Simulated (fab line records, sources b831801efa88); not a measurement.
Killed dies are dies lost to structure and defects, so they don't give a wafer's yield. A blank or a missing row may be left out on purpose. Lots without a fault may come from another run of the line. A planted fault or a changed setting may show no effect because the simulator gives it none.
Problem report in the 8D (eight disciplines) form, filled by code | flow sky130 | the parts of the form that need people (team, actions taken, sign-off) are left out

1. THE PROBLEM
killed_at_contacts at SKY_PAD_OPEN_PROBE_99 reads a mean of 54 on 1 wafer of 1 lot; wafers without a fault read 24 with a standard deviation of 5. That is +6.0 standard deviations from the usual mean.
First seen on wafer L623.1, day 49 19:39, on prober-01. The record holds 3 wafers of 1 lot with a number at this step. Rule for "out", or "out of limits": more than 4 standard deviations from the usual mean. The other wafers with a number count as sound.

2. WHAT IT IS AND WHAT IT IS NOT
question                    | is                 | is not
which readings at this step | killed_at_contacts | killed_at_M0_to_M3, killed_at_M4_up, killed_at_front_end, killed_at_other, killed_open, killed_short
which lots                  | L623               | -
which wafers of those lots  | L623.1             | L623.3, L623.4
read on which tools         | prober-01          | -
when                        | from day 49 19:39  | up to then (0 sound wafers); but 2 sound wafers of L623 came after

3. SUSPECTS, AND WHAT RULES EACH OUT
Counting: a tool at a process step up to the reading stays a suspect if it ran every lot that is out. Sound lots after the first of them don't rule it out here, since some wafers of a struck lot are sound.
- rie_diel-04 at SKY_LI_CONTACT_ETCH_15 (etches PSG in C4F8/O2/Ar, stops on Si, target depth 600 nm): kept. It ran the lot that is out, L623 (day 34 16:25).
- cmp-02 at SKY_VIA3_CMP_02 (polishes SiO2): kept. It ran the lot that is out, L623 (day 43 13:33).
- pvd_sputter-04 at SKY_METAL4_SPUTTER_00 (material Ti, target thk 15 nm, time 9.726 s): kept. It ran the lot that is out, L623 (day 44 14:09).
- pvd_sputter-04 at SKY_METAL4_SPUTTER_01 (material TiN, target thk 20 nm, time 16.7 s): kept. It ran the lot that is out, L623 (day 44 14:10).
- prober-01 at SKY_PAD_OPEN_PROBE_99: kept. It ran the lot that is out, L623 (day 49 19:39). Its own readings are out on those wafers: killed_at_contacts.
- Within rie_diel-04 at SKY_LI_CONTACT_ETCH_15: the wafers that are out ran in chamber 0; their sound lot-mates ran in chambers 2, 3.
- Within cmp-02 at SKY_VIA3_CMP_02: the wafers that are out ran in chamber 1; their sound lot-mates ran in chambers 0, 3.
Left after counting: rie_diel-04 at SKY_LI_CONTACT_ETCH_15, cmp-02 at SKY_VIA3_CMP_02, pvd_sputter-04 at SKY_METAL4_SPUTTER_00, pvd_sputter-04 at SKY_METAL4_SPUTTER_01, prober-01 at SKY_PAD_OPEN_PROBE_99.

4. THE CAUSE (what the simulator had put in)
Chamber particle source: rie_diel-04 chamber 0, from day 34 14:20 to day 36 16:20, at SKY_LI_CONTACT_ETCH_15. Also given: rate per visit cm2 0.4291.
Counting left 5 suspects, and this tool is among them.

5. THE CHAIN OF EFFECTS, in route order
Each row: a reading whose mean over the struck wafers that have a number lies more than 3 standard deviations from the usual. Only readings for which the record gives a usual standard deviation are gone through. hours: the time from each lot's start at the first step in this table that gives one to its start at this step, as a median over the lots. sigmas: the change in usual standard deviations.
hours | step                  | reading            | usual | on struck wafers | change | sigmas
0     | SKY_PAD_OPEN_PROBE_99 | killed_at_contacts | 24    | 54               | +30    | +6.0
0     | SKY_PAD_OPEN_PROBE_99 | killed_dies        | 85    | 117              | +32    | +3.2
The process steps in it:
- SKY_PAD_OPEN_PROBE_99

6. WHAT WOULD HAVE CAUGHT IT SOONER
In this record the first reading out of limits was taken at day 49 19:39, 365 hours after the fault began at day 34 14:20.
Of the tool readings at SKY_LI_CONTACT_ETCH_15 for which the record gives a usual standard deviation, none was out on any struck wafer, so an alarm limit of 4 standard deviations on them would not have fired.
All the lots that are out (1) had begun SKY_LI_CONTACT_ETCH_15 on rie_diel-04 by day 49 19:39. A hold on the tool at that time would have spared none of them.
